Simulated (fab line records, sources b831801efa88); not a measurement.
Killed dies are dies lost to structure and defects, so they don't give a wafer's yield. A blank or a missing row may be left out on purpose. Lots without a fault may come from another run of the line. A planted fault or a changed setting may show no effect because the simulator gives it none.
Problem report in the 8D (eight disciplines) form, filled by code | flow gf180mcu | the parts of the form that need people (team, actions taken, sign-off) are left out

1. THE PROBLEM
run_length_s at GF_VT_IMPLANT_WET_ETCH_50 reads a mean of 453 s on 3 wafers of 1 lot; wafers without a fault read 430 s with a standard deviation of 3.8. That is +6.1 standard deviations from the usual mean.
The step: etches SiO2 in dHF, target depth 20 nm, time 400 s.
First seen on wafer L195.2, day 9 21:19, on wet_bench-03. The record holds 39 wafers of 13 lots with a number at this step. Rule for "out", or "out of limits": more than 4 standard deviations from the usual mean. The other wafers with a number count as sound.

2. WHAT IT IS AND WHAT IT IS NOT
question                    | is                     | is not
which readings at this step | run_length_s           | -
which lots                  | L195                   | L188, L189, L191, L193, L194, L197, L204, L205, L206, L207, L208, L209
which wafers of those lots  | all that have a number | -
read on which tools         | wet_bench-03           | wet_bench-01, wet_bench-02
when                        | from day 9 21:19       | up to then (15 sound wafers); but 21 sound wafers of L197, L204, L205, L206, L207, L208, L209 came after

3. SUSPECTS, AND WHAT RULES EACH OUT
Counting: a tool at a process step up to the reading stays a suspect if it ran every lot that is out and no sound lot after the first of them.
- wet_bench-03 at GF_VT_IMPLANT_WET_ETCH_50 (etches SiO2 in dHF, target depth 20 nm, time 400 s): ruled out as a lasting fault. Sound lots L204, L206, L208, L209 ran on it after its first lot that is out, L195 (day 9 21:19).
Left after counting: nothing in the record.

4. THE CAUSE (what the simulator had put in)
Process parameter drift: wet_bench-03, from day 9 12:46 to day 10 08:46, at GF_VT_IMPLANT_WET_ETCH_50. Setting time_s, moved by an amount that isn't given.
Counting ruled it out, wrongly.

5. THE CHAIN OF EFFECTS, in route order
Each row: a reading whose mean over the struck wafers that have a number lies more than 3 standard deviations from the usual. Only readings for which the record gives a usual standard deviation are gone through. hours: the time from each lot's start at the first step in this table that gives one to its start at this step, as a median over the lots. sigmas: the change in usual standard deviations.
hours | step                      | reading      | usual | on struck wafers | change | sigmas
0     | GF_VT_IMPLANT_WET_ETCH_50 | run_length_s | 430 s | 453              | +23    | +6.1
The process steps in it:
- GF_VT_IMPLANT_WET_ETCH_50: etches SiO2 in dHF, target depth 20 nm, time 400 s.
Later measuring or inspecting steps at which every struck wafer that the step has a row for has a number for every such reading, and none has moved that far: GF_PSD_CD_MEAS_07.

6. WHAT WOULD HAVE CAUGHT IT SOONER
In this record the first reading out of limits was taken at day 9 21:19, 9 hours after the fault began at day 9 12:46.
